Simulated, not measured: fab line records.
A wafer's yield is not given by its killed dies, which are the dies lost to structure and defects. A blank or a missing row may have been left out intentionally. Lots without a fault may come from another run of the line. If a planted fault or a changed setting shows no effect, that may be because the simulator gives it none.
What tool caused it? + flow sky130 + 6 lots, 18 wafers sampled, at 2 steps of a route of 708

WHAT EACH GAUGE READ, for each wafer
SKY_SONOS_ONO_THK_MEAS_01.
| lot  | measured     | on            | SONOS_ONO_OXIDATION_THK (nm) |
|------|--------------|---------------|------------------------------|
| L779 | day 12 06:28 | film_metro-02 | 2.54 2.56 2.59               |
| L781 | day 12 14:24 | film_metro-01 | 2.63 2.67 2.54               |
| L783 | day 13 03:10 | film_metro-04 | 2.56 2.52 2.52               |
| L786 | day 13 22:55 | film_metro-04 | 2.60 2.59 2.63               |
| L792 | day 16 01:01 | film_metro-04 | 1.93 1.93 1.90               |
| L800 | day 18 20:58 | film_metro-02 | 2.53 2.54 2.66               |

WHAT TOOL EACH LOT RAN ON (gives the tool, then ch and the chambers of the sampled wafers, and finally the start)
| lot  | SKY_SONOS_ONO_OXIDATION_00    |
|------|-------------------------------|
| L779 | furnace-01 ch 0, day 12 05:06 |
| L781 | furnace-02 ch 0, day 12 13:03 |
| L783 | furnace-01 ch 0, day 13 01:49 |
| L786 | furnace-02 ch 0, day 13 21:34 |
| L792 | furnace-01 ch 0, day 15 23:40 |
| L800 | furnace-02 ch 0, day 18 19:36 |
- SKY_SONOS_ONO_OXIDATION_00: stabilise 600 s, purge 300 s, target thk 2.6 nm.

THE ANSWER, worked out from the rows above alone
Rule: the lots themselves supply what counts as usual. The widest of any qualifying gaps counts: lots, ordered by their means at a reading, are off when they make up no more than a third of the lots, leave a main group of 4 or more, and stand apart from it by 3 or more times the standard deviation of that group's means. The tables above print the reading to a certain number of digits; a main group whose means all agree to those digits is not used. A lot without any number at a reading at which 4 lots or more have one is off too. Where the step has rows for the other lots, those lots are counted as sound.
Off: L792, seen at SKY_SONOS_ONO_THK_MEAS_01 (SONOS_ONO_OXIDATION_THK). Mean 2.58 nm and standard deviation 0.029 in the main group.
A tool fits if, at a process step before that reading, it ran every lot that is off, and no sound lot after the first of them. Those tools and the gauges at SKY_SONOS_ONO_THK_MEAS_01 are tried in the same way. Can't be told from this: 2 tools fit, furnace-01 at SKY_SONOS_ONO_OXIDATION_00, film_metro-04 at SKY_SONOS_ONO_THK_MEAS_01.

WHAT HAD BEEN PUT IN BY THE SIMULATOR
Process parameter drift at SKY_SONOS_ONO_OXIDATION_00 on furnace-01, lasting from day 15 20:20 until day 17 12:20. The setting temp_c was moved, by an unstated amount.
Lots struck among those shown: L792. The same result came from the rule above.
